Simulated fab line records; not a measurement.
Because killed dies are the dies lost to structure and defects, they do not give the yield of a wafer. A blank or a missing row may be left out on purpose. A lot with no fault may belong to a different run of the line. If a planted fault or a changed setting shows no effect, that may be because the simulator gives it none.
Shared-tool check | flow sky130 | 39 wafers sampled across 13 lots

== THE REASON FOR OPENING IT ==
At SKY_GATE_OXIDE_THK_MEAS_02 the reading GATE_OXIDE_OXIDATION_00_THK is flagged on 2 of 13 lots. Wafers without a fault read 10.24 nm, standard deviation 0.15.
Rule: flag the lot when none of its wafers has a number, or when each of its wafers that has one lies beyond 4 standard deviations from that mean. As for the other lots, they are considered sound.

lot  | measured     | on           | GATE_OXIDE_OXIDATION_00_THK (nm), wafer by wafer | flag
L769 | day 13 02:26 | filmMetro-02 | 10.37 10.35 10.02                                | 
L770 | day 13 12:37 | filmMetro-03 | 10.16 10.24 10.36                                | 
L771 | day 13 14:01 | filmMetro-02 | 10.23 9.90 9.98                                  | 
L772 | day 13 22:58 | filmMetro-01 | 10.12 10.21 10.09                                | 
L774 | day 14 18:55 | filmMetro-03 | 10.22 10.10 10.33                                | 
L775 | day 15 05:26 | filmMetro-01 | 9.30 9.43 9.40                                   | FLAGGED
L777 | day 15 17:52 | filmMetro-03 | 9.42 9.39 9.18                                   | FLAGGED
L784 | day 18 06:23 | filmMetro-01 | 10.19 10.27 10.12                                | 
L785 | day 18 09:19 | filmMetro-03 | 10.20 10.29 10.08                                | 
L786 | day 19 12:06 | filmMetro-02 | 10.12 10.22 10.16                                | 
L787 | day 19 13:50 | filmMetro-03 | 10.58 10.56 10.52                                | 
L789 | day 19 23:21 | filmMetro-01 | 10.41 10.21 10.21                                | 
L790 | day 20 11:53 | filmMetro-01 | 10.34 10.35 10.34                                | 
The numbers of the flagged lots are 9.35 nm on average: -0.89 nm against the usual, or -6 standard deviations.

== LOT BY LOT: THE TOOL USED ==
The record holds 1 process step before the reading, out of a route of 708 steps. Every cell lists first the tool, next ch and the chambers used by the sampled wafers, and last the start.
lot  | flag    | SKY_GATE_OXIDE_OXIDATION_01
L769 |         | furnace-02 ch 0, day 13 01:02
L770 |         | furnace-01 ch 0, day 13 11:12
L771 |         | furnace-01 ch 0, day 13 12:37
L772 |         | furnace-02 ch 0, day 13 21:33
L774 |         | furnace-01 ch 0, day 14 17:31
L775 | FLAGGED | furnace-01 ch 0, day 15 04:02
L777 | FLAGGED | furnace-01 ch 0, day 15 16:28
L784 |         | furnace-01 ch 0, day 18 04:59
L785 |         | furnace-01 ch 0, day 18 07:53
L786 |         | furnace-01 ch 0, day 19 10:41
L787 |         | furnace-01 ch 0, day 19 12:25
L789 |         | furnace-01 ch 0, day 19 21:56
L790 |         | furnace-01 ch 0, day 20 10:29
These steps, and what they do:
- SKY_GATE_OXIDE_OXIDATION_01: stabilise 600 s, purge 300 s, target thk 10.268 nm.
- SKY_GATE_OXIDE_THK_MEAS_02

== FLAGGED AGAINST TOTAL, ONE TOOL AT A TIME (gauges that did the reading follow at the end) ==
step                        | tool         | lots run | flagged | share of the flagged lots | sound lots run after its first flagged lot
SKY_GATE_OXIDE_OXIDATION_01 | furnace-01   | 11       | 2       | all                       | 6 (L784,L785,L786,L787,L789,L790)
SKY_GATE_OXIDE_OXIDATION_01 | furnace-02   | 2        | 0       | none                      | -
SKY_GATE_OXIDE_THK_MEAS_02  | filmMetro-01 | 5        | 1       | some                      | 3 (L784,L789,L790)
SKY_GATE_OXIDE_THK_MEAS_02  | filmMetro-02 | 3        | 0       | none                      | -
SKY_GATE_OXIDE_THK_MEAS_02  | filmMetro-03 | 5        | 1       | some                      | 2 (L785,L787)

== THE TABLE: WHAT IT ALLOWS ==
In the table, 1 row covers all flagged lots: furnace-01 at SKY_GATE_OXIDE_OXIDATION_01.
- furnace-01 at SKY_GATE_OXIDE_OXIDATION_01 ran 11 lots, 2 of them flagged. After the first flagged lot (L784, L785, L786, L787, L789, L790), sound lots still ran on it; a lasting fault on the whole tool would not permit that.
Every row of the table either missed a flagged lot or ran a sound lot after the first.

== WHAT WAS PUT IN BY THE SIMULATOR ==
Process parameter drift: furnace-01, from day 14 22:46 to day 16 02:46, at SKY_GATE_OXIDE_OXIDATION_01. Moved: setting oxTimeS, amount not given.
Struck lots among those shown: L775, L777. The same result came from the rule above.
